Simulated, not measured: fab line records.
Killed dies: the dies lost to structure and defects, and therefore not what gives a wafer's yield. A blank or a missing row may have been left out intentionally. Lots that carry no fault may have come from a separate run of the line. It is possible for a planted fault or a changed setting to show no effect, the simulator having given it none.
A lot that was struck, set against a sound lot || flow sky130 || 15 steps out of a route of 708
Sound: wafers L109.1, L109.4, L109.6. Wafers L122.1, L122.3, L122.6 were the ones struck. At the end, the cause is stated.
Each step with rows lists, per side, the tool, then ch with its chambers, then its first start. Under that, the readings that differ: sound wafers || struck wafers || difference of the means || sigmas: that difference in standard deviations of wafers without a fault.
alike: a reading whose means differ by less than 2 such deviations, as well as words and numbers matching on both sides. not compared: withheld readings; readings where some wafer has no value; bounds like >300 that might hide an equal value; numbers whose values overlap and for which the record gives no deviation.
The two part at a step that has a row with sigmas, a row that says differs or no value, or rows on one side only. Numbers that have no deviation but don't overlap get no sigmas and don't part them. A reading missing from all wafers of one side parts the sides only when that side holds two or more wafers.

SKY_VIA1_STRIP_16: strips in O2/N2.
  sound on plasma-asher-03 ch 0,1, day 35 07:11; struck on plasma-asher-04 ch 0,1, day 39 07:25
  alike: drypump-motor-current-A, n2-flow-sccm, oes-product-au, strip-time-to-endpoint-s
  not compared: rf-hours-counter-h
then, 3 steps without rows for these wafers: SKY_VIA1_STRIP_17 (strips in post etch residue remover, time 1200 s); SKY_VIA1_CLEAN_18 (cleans in IPA, time 180 s); SKY_VIA1_CLEAN_19 (cleans in O3/DIW).
SKY_VIA1_SPUTTER_20: material TiN, target thk 20 nm, time 80 s.
  sound: pvd-sputter-04 at day 35 07:53; struck: pvd-sputter-03 at day 39 08:01
  alike: throttle-valve-pct
SKY_VIA1_CVD_21: deposits W, target thk 270 nm, time 80.902 s.
  sound on cvd-w-02 ch 0,1, day 35 07:56; struck on cvd-w-01 ch 0,1, day 39 08:05
  alike: heater-power-outer-w, heater-power-w
SKY_VIA1_RS_MEAS_22: a four-point-probe measurement.
  sound: film-metro-01 at day 35 08:02; struck: film-metro-03 at day 39 08:10
  alike: VIA1_W_RS
SKY_VIA1_THK_MEAS_23: measures by xrf.
  sound: film-metro-01 at day 35 08:09; struck: film-metro-03 at day 39 08:17
  alike: VIA1_W_THK
SKY_VIA1_CMP_24: polishes, stops on SiO2, t overpolish 15 s, target thk 0 nm.
  sound on cmp-02 ch 1,2, day 35 08:13; struck on cmp-01 ch 1,2,3, day 39 08:21
  alike: motor-current-A, overpolish-run-s, slurry-filter-dp-kPa, time-to-endpoint-s
then, 1 step without rows for these wafers: SKY_METAL2_SPUTTER_00 (material Ti, target thk 15 nm, time 10 s).
SKY_METAL2_SPUTTER_01: material TiN, target thk 20 nm, time 16.7 s.
  sound: pvd-sputter-01 at day 35 08:32; struck: pvd-sputter-01 at day 39 08:40
  alike: throttle-valve-pct
then, 1 step without rows for these wafers: SKY_METAL2_SPUTTER_02 (material AlCu, target thk 250 nm, time 13.3 s).
SKY_METAL2_SPUTTER_03: material Ti, target thk 5 nm, time 3.3 s.
  sound: pvd-sputter-01 at day 35 08:35; struck: pvd-sputter-01 at day 39 08:43
{"reading": "model.Ti_of_METAL2_SPUTTER_03.thk-nm (nm)", "sound": "4.849 4.931 4.957", "struck": "2.733 2.719 2.605", "difference": -2.227, "sigmas": ""}
  alike: throttle-valve-pct
then, 1 step without rows for these wafers: SKY_METAL2_SPUTTER_04 (material TiN, target thk 70 nm, time 58.3 s).
-- the record jumps here: 11 days lie between the struck wafers' starts before and after (it left off in module METAL2 and takes up again in module PAD_OPEN, whose first step shown is number 708 of the route) --
SKY_PAD_OPEN_PROBE_99:
  sound: prober-02 at day 46 16:51; struck: prober-02 at day 49 21:26
{"reading": "model.etest.met2.rs-ohm-sq", "sound": "0.1278 0.1319 0.1279", "struck": "0.1267 0.1248 0.1255", "difference": -0.0035, "sigmas": ""}
  alike: defect-limited-yield, killed_at_M0_to_M3, killed_at_M4_up, killed-at-contacts, killed-at-front-end, killed-at-other, killed-dies, killed-open, killed-short, sort_bin_3_pad_short, sort_bin_5_function, sort_bin_6_memory, sort-n-pass, sort-yield-pct

== WHERE THEY PART ==
Nowhere in this record.

WHY: whatever the simulator had introduced
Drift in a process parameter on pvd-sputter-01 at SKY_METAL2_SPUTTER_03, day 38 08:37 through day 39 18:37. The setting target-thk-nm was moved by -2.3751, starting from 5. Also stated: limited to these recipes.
